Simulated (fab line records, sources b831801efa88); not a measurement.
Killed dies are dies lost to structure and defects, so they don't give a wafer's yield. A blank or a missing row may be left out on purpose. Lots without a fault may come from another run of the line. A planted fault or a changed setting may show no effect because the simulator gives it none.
fab line records | flow gf180mcu
record lots=24 wafers=72 last_day=34
route steps=602 shown M2@367 V4@479 V5@544 TOP_METAL@581
lots that met no fault: from a run of the same line without faults
start_h: hours from the record's first day to the start of the lot's first wafer shown | wait_h: hours since the lot's step before | " the same as in the row above | L1.1+2: a row that stands for several wafers | - no value, or no start given | * or withheld: withheld | < > ~ a bound
route shown NAME@n: a module of which the file shows steps, and the number in the route of the first | usual: mean/standard deviation of fault-free wafers | same: alike in all rows | chamber/n: place in a boat | sites: the reading at each site | _std_site: their standard deviation | _edge_site: outer sites' mean less inner sites' | radius_mm: how far each site lies from the wafer's centre | mask NAME#n: copy n | behind: the tool/chamber that last shaped the wafer | hold: why the lot was held/for how many hours/how that ended | device: the transistor (n, p or np) that didn't switch | end of line: the same wafers' tests at the end of the route | a step without rows: its recipe alone | killed: dies lost to structure and defects at the first sort, not the wafer's yield | map: a wafer's dies, x killed, . not, _ none there
set.NAME: the setting as run; set.NAME@STEP: as run at that earlier step | model.NAME: the simulator's own value behind a step, which no gauge read
steps of the route over a sample of lots; a table a step, a row a wafer
services: from which hour (start_h, from the record's first day; less than 0 if before it) a tool's chamber was out of use, for how many hours, and why
## steps
# step GF_M2_RS_MEAS_05
# recipe thk_meas_gauge=four-point-probe reads=TiN_of_M2_SPUTTER_04+Ti_of_M2_SPUTTER_03+AlCu_of_M2_SPUTTER_02+TiN_of_M2_SPUTTER_01+Ti_of_M2_SPUTTER_00
# usual M2_ALCU_RS=0.0690/0.00075
# columns lot.wafer tool chamber start_h wait_h M2_ALCU_RS[ohm/sq]
L074.1 film_metro-02 - 406.70 0.0 0.0693
L074.3 " - " " 0.0689
L074.6 " - " " 0.0688
L075.2 film_metro-04 - 422.31 0.0 0.0686
L075.3 " - " " 0.0682
L075.4 " - " " 0.0687
L076.1 film_metro-03 - 423.62 0.0 0.0676
L076.3 " - " " 0.0678
L076.4 " - " " 0.0679
L077.3 film_metro-02 - 430.58 0.1 0.0686
L077.4 " - " " 0.0691
L077.6 " - " " 0.0693
L078.2 film_metro-04 - 441.91 0.0 0.0702
L078.5 " - " " 0.0701
L078.6 " - " " 0.0689
L079.1 film_metro-04 - 448.24 0.0 0.0701
L079.4 " - " " 0.0700
L079.6 " - " " 0.0703
L080.4 film_metro-03 - 455.65 0.1 0.0687
L080.5 " - " " 0.0687
L080.6 " - " " 0.0678
L081.2 film_metro-03 - 470.65 0.0 0.0687
L081.3 " - " " 0.0686
L081.4 " - " " 0.0679
L082.3 film_metro-03 - 481.31 0.1 0.0689
L082.4 " - " " 0.0688
L082.6 " - " " 0.0683
L083.3 film_metro-02 - 495.03 0.1 0.0688
L083.5 " - " " 0.0695
L083.6 " - " " 0.0690
L084.1 film_metro-04 - 496.54 0.0 0.0694
L084.4 " - " " 0.0685
L084.6 " - " " 0.0685
L085.3 film_metro-03 - 503.17 0.1 0.0687
L085.4 " - " " 0.0681
L085.5 " - " " 0.0677
L086.1 film_metro-03 - 510.93 0.0 0.0692
L086.3 " - " " 0.0688
L086.4 " - " " 0.0696
L087.2 film_metro-03 - 529.36 0.0 0.0683
L087.4 " - " " 0.0679
L087.6 " - " " 0.0696
L088.2 film_metro-02 - 529.83 0.0 0.0686
L088.3 " - " " 0.0703
L088.4 " - " " 0.0695
L089.1 film_metro-03 - 550.56 0.0 0.0691
L089.2 " - " " 0.0697
L089.6 " - " " 0.0705
L090.2 film_metro-03 - 550.92 0.0 0.0690
L090.3 " - " " 0.0704
L090.5 " - " " 0.0701
L091.1 film_metro-02 - 558.63 0.0 0.0699
L091.2 " - " " 0.0689
L091.6 " - " " 0.0688
L093.1 film_metro-04 - 568.59 0.0 0.0686
L093.5 " - " " 0.0685
L093.6 " - " " 0.0699
L092.1 film_metro-03 - 570.48 0.0 0.0691
L092.3 " - " " 0.0680
L092.4 " - " " 0.0696
L094.3 film_metro-03 - 576.04 0.1 0.0681
L094.4 " - " " 0.0683
L094.6 " - " " 0.0680
L095.2 film_metro-03 - 586.51 0.0 0.0691
L095.5 " - " " 0.0695
L095.6 " - " " 0.0682
L096.1 film_metro-03 - 587.39 0.0 0.0685
L096.3 " - " " 0.0686
L096.5 " - " " 0.0695
L097.3 film_metro-04 - 599.57 0.1 0.0701
L097.4 " - " " 0.0694
L097.6 " - " " 0.0699
# step GF_V4_THK_MEAS_03
# recipe reads=SiO2_of_V4_CVD_02
# usual V4_CVD_02_THK=848/12
# columns lot.wafer tool chamber start_h wait_h V4_CVD_02_THK[nm]
L074.1 film_metro-04 - 535.67 0.0 860
L074.3 " - " " 852
L074.6 " - " " 867
L075.2 film_metro-02 - 550.08 0.0 846
L075.3 " - " " 847
L075.4 " - " " 856
L076.1 film_metro-01 - 551.97 0.0 829
L076.3 " - " " 837
L076.4 " - " " 848
L077.3 film_metro-01 - 555.33 0.1 849
L077.4 " - " " 854
L077.6 " - " " 852
L078.2 film_metro-01 - 565.58 0.0 860
L078.5 " - " " 850
L078.6 " - " " 875
L079.1 film_metro-02 - 571.61 0.0 830
L079.4 " - " " 838
L079.6 " - " " 850
L080.4 film_metro-04 - 577.23 0.0 853
L080.5 " - " " 850
L080.6 " - " " 863
L081.2 film_metro-02 - 591.17 0.0 847
L081.3 " - " " 853
L081.4 " - " " 858
L082.3 film_metro-04 - 600.12 0.1 848
L082.4 " - " " 860
L082.6 " - " " 862
L083.3 film_metro-01 - 610.84 0.1 828
L083.5 " - " " 867
L083.6 " - " " 861
L084.1 film_metro-01 - 611.30 0.0 846
L084.4 " - " " 849
L084.6 " - " " 847
L085.3 film_metro-01 - 619.20 0.1 829
L085.4 " - " " 854
L085.5 " - " " 859
L086.1 film_metro-04 - 625.87 0.0 854
L086.3 " - " " 822
L086.4 " - " " 857
L087.2 film_metro-04 - 641.22 0.0 859
L087.4 " - " " 873
L087.6 " - " " 864
L088.2 film_metro-01 - 642.86 0.0 828
L088.3 " - " " 821
L088.4 " - " " 844
L089.1 film_metro-01 - 660.22 0.0 848
L089.2 " - " " 844
L089.6 " - " " 848
L090.2 film_metro-01 - 660.88 0.0 854
L090.3 " - " " 833
L090.5 " - " " 871
L091.1 film_metro-02 - 668.21 0.0 859
L091.2 " - " " 841
L091.6 " - " " 858
L093.1 film_metro-02 - 677.75 0.0 846
L093.5 " - " " 851
L093.6 " - " " 846
L092.1 film_metro-04 - 679.42 0.0 835
L092.3 " - " " 829
L092.4 " - " " 831
L094.3 film_metro-02 - 683.22 0.1 832
L094.4 " - " " 842
L094.6 " - " " 856
L095.2 film_metro-04 - 691.97 0.0 847
L095.5 " - " " 849
L095.6 " - " " 848
L096.1 film_metro-02 - 693.66 0.0 843
L096.3 " - " " 842
L096.5 " - " " 850
L097.3 film_metro-02 - 705.54 0.1 831
L097.4 " - " " 859
L097.6 " - " " 849
# step GF_V4_ETCH_16
# recipe chemistry=N2/H2 target_depth_a=withheld overetch_a=withheld time_s=withheld target=BARC ion_energy_ev=200 source_w=500 bias_w=100 pressure_mtorr=30 n2_flow_sccm=100 h2_flow_sccm=200
# usual chamber_pressure_mTorr=30.002/0.025 drypump_motor_current_A=5.6/0.43 oes_product_au=0.854/0.0044 throttle_valve_pct=13.225/0.0087
# columns lot.wafer tool chamber start_h wait_h chamber_pressure_mTorr drypump_motor_current_A oes_product_au throttle_valve_pct
L074.1 rie_diel-04 0 558.87 0.0 30.020 6.1 0.860 13.238
L074.3 " 1 " " 30.024 5.0 0.853 13.233
L074.6 " 0 " " 30.047 6.1 0.851 13.236
L075.2 rie_diel-04 0 571.41 0.0 30.036 6.1 0.858 13.221
L075.3 " 3 " " 30.037 6.3 0.863 13.212
L075.4 " 0 " " 30.022 6.1 0.848 13.219
L076.1 rie_diel-01 2 573.82 0.0 29.974 6.0 0.857 13.219
L076.3 " 0 " " 30.001 5.6 0.856 13.224
L076.4 " 1 " " 29.988 5.7 0.851 13.222
L077.3 rie_diel-01 1 577.47 0.0 29.984 5.7 0.856 13.228
L077.4 " 3 " " 30.033 5.5 0.857 13.223
L077.6 " 0 " " 29.986 5.6 0.851 13.223
L078.2 rie_diel-04 2 587.37 0.0 29.946 5.8 0.853 13.231
L078.5 " 2 " " 29.978 5.8 0.854 13.216
L078.6 " 1 " " 29.985 5.0 0.853 13.235
L079.1 rie_diel-04 2 593.66 0.0 29.998 5.8 0.859 13.213
L079.4 " 0 " " 29.970 6.1 0.843 13.210
L079.6 " 0 " " 30.041 6.1 0.855 13.227
L080.4 rie_diel-04 1 598.98 0.0 30.015 5.0 0.851 13.214
L080.5 " 0 " " 29.979 6.1 0.856 13.226
L080.6 " 1 " " 30.007 5.0 0.858 13.225
L081.2 rie_diel-03 1 612.12 0.0 29.987 5.1 0.849 13.222
L081.3 " 0 " " 30.009 5.2 0.843 13.218
L081.4 " 0 " " 30.036 5.3 0.848 13.221
L082.3 rie_diel-01 0 621.13 0.0 29.993 5.6 0.852 13.224
L082.4 " 2 " " 29.984 6.0 0.856 13.227
L082.6 " 0 " " 30.040 5.6 0.856 13.238
L083.3 rie_diel-04 3 631.48 0.0 30.043 6.3 0.849 13.227
L083.5 " 1 " " 30.021 5.0 0.846 13.232
L083.6 " 2 " " 29.977 5.8 0.857 13.208
L084.1 rie_diel-01 0 631.83 0.0 29.982 5.6 0.853 13.227
L084.4 " 3 " " 29.989 5.5 0.852 13.228
L084.6 " 0 " " 30.011 5.6 0.854 13.219
L085.3 rie_diel-03 3 639.77 0.0 29.970 5.4 0.852 13.223
L085.4 " 0 " " 30.005 5.3 0.850 13.223
L085.5 " 1 " " 29.992 5.1 0.850 13.226
L086.1 rie_diel-04 1 646.13 0.0 30.065 5.1 0.856 13.209
L086.3 " 0 " " 30.021 6.1 0.850 13.201
L086.4 " 3 " " 30.007 6.3 0.856 13.208
L087.2 rie_diel-04 2 662.40 0.0 30.008 5.8 0.853 13.219
L087.4 " 3 " " 30.026 6.3 0.855 13.227
L087.6 " 2 " " 29.982 5.8 0.856 13.229
L088.2 rie_diel-03 0 664.67 0.0 30.041 5.2 0.857 13.226
L088.3 " 3 " " 29.975 5.4 0.854 13.235
L088.4 " 1 " " 29.979 5.1 0.851 13.241
L089.1 rie_diel-04 0 680.42 0.0 30.023 6.2 0.849 13.220
L089.2 " 2 " " 29.998 5.8 0.855 13.227
L089.6 " 2 " " 30.015 5.8 0.846 13.226
L090.2 rie_diel-03 1 680.77 0.0 29.977 5.1 0.857 13.226
L090.3 " 2 " " 29.941 5.9 0.857 13.245
L090.5 " 0 " " 29.997 5.3 0.854 13.228
L091.1 rie_diel-04 3 687.97 0.0 30.018 6.3 0.850 13.232
L091.2 " 1 " " 30.023 5.0 0.848 13.217
L091.6 " 2 " " 30.020 5.8 0.850 13.215
L093.1 rie_diel-03 2 697.62 0.0 30.050 5.9 0.848 13.219
L093.5 " 2 " " 30.001 5.9 0.866 13.226
L093.6 " 1 " " 29.982 5.1 0.865 13.227
L092.1 rie_diel-04 3 698.93 0.0 30.009 6.3 0.851 13.226
L092.3 " 1 " " 29.975 5.1 0.858 13.208
L092.4 " 2 " " 30.000 5.8 0.857 13.229
L094.3 rie_diel-03 2 702.32 0.0 29.967 5.9 0.849 13.234
L094.4 " 1 " " 30.014 5.1 0.854 13.223
L094.6 " 0 " " 29.990 5.3 0.858 13.221
L095.2 rie_diel-01 2 710.52 0.0 30.018 5.9 0.858 13.217
L095.5 " 1 " " 29.982 5.7 0.854 13.216
L095.6 " 3 " " 30.005 5.5 0.850 13.232
L096.1 rie_diel-03 2 712.03 0.0 29.978 5.9 0.849 13.217
L096.3 " 3 " " 30.000 5.4 0.861 13.217
L096.5 " 3 " " 29.983 5.5 0.858 13.211
L097.3 rie_diel-04 1 723.49 0.0 30.041 5.0 0.860 13.228
L097.4 " 3 " " 29.972 6.3 0.857 13.230
L097.6 " 3 " " 29.998 6.3 0.859 13.228
# step GF_V5_CMP_04
# recipe material=SiO2 down_force_psi=4 platen_rpm=60 pad_velocity_m_s=0.94248
# usual head_pressure_psi=4.001/0.0088 motor_current_A=12.6/1.1 retaining_ring_pressure_frac=1.000/0.005
# columns lot.wafer tool chamber start_h wait_h head_pressure_psi motor_current_A retaining_ring_pressure_frac
L074.3 cmp-01 2 603.66 0.0 3.984 10.7 1.003
L074.1 " 3 " " 3.995 14.2 1.002
L074.6 " 2 " " 3.987 11.1 1.003
L075.3 cmp-02 2 616.65 0.0 3.987 14.0 0.994
L075.4 " 3 " " 4.008 12.9 1.009
L075.2 " 1 " " 4.003 11.7 0.995
L076.4 cmp-01 1 618.86 0.0 4.014 10.3 0.999
L076.3 " 2 " " 4.003 11.3 1.009
L076.1 " 3 " " 3.998 14.1 1.012
L077.3 cmp-02 2 621.80 0.1 3.989 13.5 1.000
L077.4 " 0 " " 3.991 12.4 1.000
L077.6 " 1 " " 4.007 11.9 1.003
L078.2 cmp-02 3 630.69 0.0 3.975 12.5 0.999
L078.6 " 3 " " 3.984 12.9 0.999
L078.5 " 0 " " 4.002 13.0 1.002
L079.4 cmp-02 0 637.09 0.1 3.995 12.7 1.003
L079.1 " 2 " " 3.999 13.9 1.001
L079.6 " 3 " " 4.009 13.2 1.001
L080.4 cmp-02 1 643.31 0.4 4.004 12.2 1.008
L080.6 " 2 " " 4.000 13.9 0.998
L080.5 " 3 " " 4.006 13.4 1.004
L081.4 cmp-02 1 655.37 0.0 4.009 12.5 1.000
L081.2 " 2 " " 3.986 13.4 1.000
L081.3 " 3 " " 4.000 13.0 0.996
L082.4 cmp-02 2 664.65 0.0 4.016 13.2 1.002
L082.3 " 3 " " 4.011 13.1 0.997
L082.6 " 3 " " 4.003 13.1 1.002
L083.3 cmp-02 2 674.77 0.2 4.003 14.1 0.996
L083.6 " 3 " " 4.020 12.7 1.001
L083.5 " 0 " " 4.019 12.1 0.993
L084.1 cmp-01 3 674.98 0.1 4.003 12.9 1.001
L084.4 " 2 " " 4.000 11.5 0.989
L084.6 " 0 " " 3.998 12.3 0.993
L085.4 cmp-02 3 682.57 0.1 3.991 13.2 0.999
L085.3 " 1 " " 3.982 12.4 1.000
L085.5 " 3 " " 3.995 13.7 0.996
L086.4 cmp-01 3 688.96 0.0 4.011 14.2 1.000
L086.3 " 0 " " 4.004 12.1 0.992
L086.1 " 1 " " 3.994 10.0 1.000
L087.4 cmp-02 3 702.25 0.0 3.985 13.1 1.005
L087.2 " 2 " " 3.990 13.4 0.996
L087.6 " 3 " " 4.006 12.1 1.001
L088.3 cmp-01 3 705.20 0.0 4.004 13.4 0.997
L088.2 " 1 " " 4.009 9.8 0.996
L088.4 " 2 " " 4.011 11.4 0.999
L089.2 cmp-02 2 718.69 0.1 3.996 12.5 1.007
L089.1 " 3 " " 3.992 13.1 0.994
L089.6 " 0 " " 3.989 11.5 0.997
L090.3 cmp-02 0 720.39 0.3 4.002 12.0 1.000
L090.2 " 1 " " 4.007 12.0 1.002
L090.5 " 3 " " 4.008 12.5 0.998
L091.1 cmp-01 3 726.66 0.1 4.027 14.2 1.003
L091.2 " 0 " " 4.000 12.2 0.999
L091.6 " 3 " " 4.007 13.9 0.999
L093.1 cmp-02 0 734.69 0.1 4.004 12.9 1.004
L093.5 " 3 " " 4.004 12.9 1.001
L093.6 " 0 " " 3.995 12.2 1.003
L092.4 cmp-02 1 736.97 0.0 3.996 11.9 1.001
L092.1 " 3 " " 4.005 13.2 1.000
L092.3 " 0 " " 4.002 13.1 1.001
L094.4 cmp-02 1 741.58 0.3 3.997 12.4 1.004
L094.3 " 3 " " 4.005 13.3 0.995
L094.6 " 1 " " 4.009 12.2 1.004
L095.2 cmp-02 2 747.72 0.3 3.999 13.4 0.998
L095.6 " 0 " " 3.984 12.4 0.995
L095.5 " 1 " " 3.999 11.9 1.005
L096.3 cmp-01 2 750.17 0.1 4.003 11.1 0.998
L096.1 " 3 " " 3.995 14.1 0.997
L096.5 " 1 " " 3.993 9.7 0.993
L097.3 cmp-02 3 760.05 0.0 3.999 12.9 0.998
L097.4 " 2 " " 3.999 13.3 1.013
L097.6 " 0 " " 3.990 12.3 1.004
# step GF_V5_CD_MEAS_14
# recipe target_cd_nm=260
# usual cd_nm=259.8/1.3
# columns lot.wafer tool chamber start_h wait_h cd_nm
L074.1 cd_sem-02 - 624.51 0.1 257.8
L074.3 " - " " 257.1
L074.6 " - " " 257.7
L075.2 cd_sem-02 - 636.93 0.1 260.2
L075.3 " - " " 260.1
L075.4 " - " " 260.7
L076.1 cd_sem-02 - 638.58 0.2 261.1
L076.3 " - " " 260.3
L076.4 " - " " 259.7
L077.3 cd_sem-01 - 642.15 0.1 261.4
L077.4 " - " " 260.4
L077.6 " - " " 260.8
L078.2 cd_sem-02 - 650.93 0.1 260.1
L078.5 " - " " 259.7
L078.6 " - " " 259.1
L079.1 cd_sem-01 - 657.16 0.1 259.6
L079.4 " - " " 258.8
L079.6 " - " " 259.8
L080.4 cd_sem-01 - 663.86 0.1 260.2
L080.5 " - " " 259.3
L080.6 " - " " 260.5
L081.2 cd_sem-01 - 675.38 0.1 260.2
L081.3 " - " " 260.0
L081.4 " - " " 261.6
L082.3 cd_sem-02 - 683.30 0.1 261.5
L082.4 " - " " 262.6
L082.6 " - " " 262.2
L083.3 cd_sem-01 - 694.00 0.1 261.9
L083.5 " - " " 261.2
L083.6 " - " " 261.0
L084.1 cd_sem-02 - 694.31 0.1 258.8
L084.4 " - " " 259.8
L084.6 " - " " 259.3
L085.3 cd_sem-01 - 701.59 0.1 259.6
L085.4 " - " " 258.9
L085.5 " - " " 259.7
L086.1 cd_sem-01 - 707.62 0.1 258.6
L086.3 " - " " 259.3
L086.4 " - " " 258.1
L087.2 cd_sem-01 - 720.19 0.1 259.5
L087.4 " - " " 260.4
L087.6 " - " " 261.2
L088.2 cd_sem-01 - 722.87 0.1 261.4
L088.3 " - " " 261.0
L088.4 " - " " 260.9
L089.1 cd_sem-01 - 736.27 0.1 261.9
L089.2 " - " " 261.6
L089.6 " - " " 260.6
L090.2 cd_sem-02 - 737.88 0.1 258.5
L090.3 " - " " 257.8
L090.5 " - " " 257.9
L091.1 cd_sem-02 - 744.07 0.1 260.5
L091.2 " - " " 258.6
L091.6 " - " " 258.4
L093.1 cd_sem-01 - 751.45 0.1 259.8
L093.5 " - " " 260.5
L093.6 " - " " 260.7
L092.1 cd_sem-02 - 753.42 0.1 259.0
L092.3 " - " " 257.4
L092.4 " - " " 257.4
L094.3 cd_sem-02 - 757.65 0.1 258.4
L094.4 " - " " 258.6
L094.6 " - " " 258.6
L095.2 cd_sem-01 - 764.63 0.1 259.0
L095.5 " - " " 259.2
L095.6 " - " " 260.0
L096.1 cd_sem-01 - 766.47 0.1 260.4
L096.3 " - " " 260.8
L096.5 " - " " 261.8
L097.3 cd_sem-02 - 776.71 0.1 256.7
L097.4 " - " " 257.9
L097.6 " - " " 257.9
# step GF_TOP_METAL_CD_MEAS_14
# recipe target_cd_nm=440
# usual cd_nm=440.1/2.4
# columns lot.wafer tool chamber start_h wait_h cd_nm
L074.1 cd_sem-02 - 647.22 0.1 441.3
L074.3 " - " " 441.8
L074.6 " - " " 441.5
L075.2 cd_sem-02 - 659.54 0.1 438.3
L075.3 " - " " 440.1
L075.4 " - " " 438.1
L076.1 cd_sem-02 - 660.28 0.1 439.9
L076.3 " - " " 441.7
L076.4 " - " " 441.2
L077.3 cd_sem-02 - 664.86 0.1 436.9
L077.4 " - " " 439.7
L077.6 " - " " 440.4
L078.2 cd_sem-01 - 672.49 0.1 440.1
L078.5 " - " " 438.9
L078.6 " - " " 439.5
L079.1 cd_sem-02 - 679.02 0.1 439.9
L079.4 " - " " 440.0
L079.6 " - " " 438.9
L080.4 cd_sem-01 - 685.06 0.1 440.1
L080.5 " - " " 440.3
L080.6 " - " " 440.2
L081.2 cd_sem-01 - 695.89 0.1 435.0
L081.3 " - " " 435.0
L081.4 " - " " 431.9
L082.3 cd_sem-01 - 703.64 0.1 442.5
L082.4 " - " " 440.5
L082.6 " - " " 441.4
L083.3 cd_sem-02 - 713.49 0.1 439.3
L083.5 " - " " 437.1
L083.6 " - " " 437.4
L084.1 cd_sem-01 - 713.83 0.1 438.3
L084.4 " - " " 436.7
L084.6 " - " " 437.2
L085.3 cd_sem-01 - 720.39 0.1 438.7
L085.4 " - " " 439.2
L085.5 " - " " 439.1
L086.1 cd_sem-01 - 726.70 0.1 441.3
L086.3 " - " " 438.7
L086.4 " - " " 441.6
L087.2 cd_sem-01 - 739.55 0.1 439.7
L087.4 " - " " 442.2
L087.6 " - " " 442.7
L088.2 cd_sem-02 - 741.25 0.1 442.6
L088.3 " - " " 439.5
L088.4 " - " " 439.5
L089.1 cd_sem-02 - 753.72 0.1 440.9
L089.2 " - " " 440.7
L089.6 " - " " 441.0
L090.2 cd_sem-02 - 755.50 0.1 443.0
L090.3 " - " " 443.1
L090.5 " - " " 441.7
L091.1 cd_sem-01 - 761.80 0.1 442.3
L091.2 " - " " 440.1
L091.6 " - " " 444.4
L093.1 cd_sem-01 - 769.38 0.1 436.2
L093.5 " - " " 438.3
L093.6 " - " " 436.4
L092.1 cd_sem-02 - 770.73 0.1 442.2
L092.3 " - " " 444.8
L092.4 " - " " 444.5
L094.3 cd_sem-01 - 775.11 0.1 441.3
L094.4 " - " " 442.3
L094.6 " - " " 439.8
L095.2 cd_sem-01 - 782.25 0.1 441.5
L095.5 " - " " 441.7
L095.6 " - " " 440.9
L096.1 cd_sem-01 - 783.66 0.1 438.4
L096.3 " - " " 438.3
L096.5 " - " " 440.3
L097.3 cd_sem-02 - 793.19 0.1 440.7
L097.4 " - " " 441.0
L097.6 " - " " 443.3
## services
# columns tool chamber start_h hours kind
cmp-01 - 546.27 3.5 pm
rie_diel-04 3 549.12 12.2 repair
rie_diel-04 2 568.54 10.3 repair
rie_diel-04 0 572.67 7.4 repair
cmp-02 - 572.96 4.0 pm
cmp-02 - 576.96 - consumable_replace:conditioner
cmp-01 - 581.20 9.3 pm
rie_diel-03 3 605.75 2.6 repair
cmp-02 - 606.46 4.9 pm
rie_diel-03 2 609.11 4.6 repair
cmp-02 - 633.80 1.2 repair
rie_diel-01 0 633.83 8.7 repair
rie_diel-03 2 637.00 13.7 repair
cmp-01 - 637.64 6.8 pm
cmp-02 - 644.45 3.6 pm
rie_diel-01 2 660.66 2.2 repair
rie_diel-04 - 678.12 0.1 repair
rie_diel-04 0 691.61 37.9 repair
rie_diel-01 0 704.19 6.5 repair
cmp-01 - 720.10 2.1 repair
rie_diel-04 2 721.19 4.2 repair
rie_diel-01 1 729.05 8.9 repair
cmp-01 - 744.07 4.0 pm
rie_diel-03 3 756.20 2.0 repair
## key
fault none
